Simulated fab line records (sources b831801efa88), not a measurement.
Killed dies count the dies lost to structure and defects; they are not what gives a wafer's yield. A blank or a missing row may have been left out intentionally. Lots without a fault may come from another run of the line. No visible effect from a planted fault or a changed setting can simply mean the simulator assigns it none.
Matching of chambers | flow gf180mcu | GF_V3_ETCH_16 on rieDiel-03: 4 sister chambers
The step etches BARC in N2/H2. 22 wafers are shown with their chamber, then 11 later ones without.

## WAFERS WITH THEIR CHAMBER
wafer  | chamber | drypumpMotorCurrentA (A) | throttleValvePct (%) | oesProductAu (a.u.)
L081.1 | 0       | 5.1                      | 13.231               | 0.850
L081.2 | 1       | 6.1                      | 13.233               | 0.852
L081.3 | 3       | 5.1                      | 13.211               | 0.849
L082.1 | 0       | 5.1                      | 13.233               | 0.854
L082.2 | 1       | 6.1                      | 13.230               | 0.846
L082.3 | 3       | 5.1                      | 13.228               | 0.856
L082.4 | 2       | 6.4                      | 13.210               | 0.851
L082.5 | 0       | 5.1                      | 13.230               | 0.853
L082.6 | 1       | 6.1                      | 13.226               | 0.851
L084.1 | 0       | 5.1                      | 13.216               | 0.858
L084.3 | 1       | 6.1                      | 13.225               | 0.855
L084.6 | 2       | 6.3                      | 13.226               | 0.855
L087.1 | 1       | 6.1                      | 13.218               | 0.862
L087.4 | 3       | 5.1                      | 13.223               | 0.851
L087.6 | 1       | 6.0                      | 13.233               | 0.849
L089.2 | 0       | 5.1                      | 13.235               | 0.853
L089.5 | 3       | 5.1                      | 13.219               | 0.855
L089.6 | 0       | 5.1                      | 13.224               | 0.858
L093.2 | 3       | 5.1                      | 13.221               | 0.862
L093.3 | 1       | 6.0                      | 13.218               | 0.863
L093.4 | 0       | 5.1                      | 13.225               | 0.852
L094.2 | 1       | 6.1                      | 13.231               | 0.854

SIGNATURES (averages over the wafers above)
reading              | chamber 0 | chamber 1 | chamber 2 | chamber 3 | scatter within a chamber
drypumpMotorCurrentA | 5.100     | 6.075     | 6.350     | 5.100     | 0.0333
throttleValvePct     | 13.22771  | 13.22675  | 13.21800  | 13.22040  | 0.00668
oesProductAu         | 0.85400   | 0.85400   | 0.85300   | 0.85460   | 0.00478
Rule: a wafer's distance from a chamber is the root of the sum, over the readings, of the square of ((its reading less the chamber's mean) divided by the reading's scatter). The wafer belongs to the nearest chamber; if the next one is less than 2 further off, it can't be placed. The scatter is the square root of a quotient: the sum, over the shown wafers, of each reading's squared deviation from its chamber's mean, divided by wafers minus chambers.

## WAFERS WITHOUT THEIR CHAMBER
wafer  | drypumpMotorCurrentA (A) | throttleValvePct (%) | oesProductAu (a.u.)
L094.5 | 6.4                      | 13.247               | 0.851
L094.6 | 5.1                      | 13.210               | 0.863
L096.1 | 6.1                      | 13.238               | 0.854
L096.3 | 5.1                      | 13.217               | 0.855
L096.5 | 6.3                      | 13.233               | 0.863
L097.1 | 5.1                      | 13.233               | 0.854
L097.2 | 6.3                      | 13.218               | 0.853
L097.3 | 5.1                      | 13.213               | 0.855
L097.4 | 6.1                      | 13.223               | 0.852
L097.5 | 6.3                      | 13.230               | 0.858
L097.6 | 5.1                      | 13.222               | 0.855

## WHICH CHAMBER EACH WENT THROUGH
wafer  | from the rows above     | in truth
L094.5 | 2                       | 2
L094.6 | can't be placed: 3 or 0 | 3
L096.1 | 1                       | 1
L096.3 | can't be placed: 3 or 0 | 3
L096.5 | 2                       | 2
L097.1 | can't be placed: 0 or 3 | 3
L097.2 | 2                       | 2
L097.3 | can't be placed: 3 or 0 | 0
L097.4 | 1                       | 1
L097.5 | 2                       | 2
L097.6 | can't be placed: 3 or 0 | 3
6 of 11 placed correctly. Can't be placed from these rows: 5 (the true chamber is among the candidates in 5). Number placed wrongly: 0.
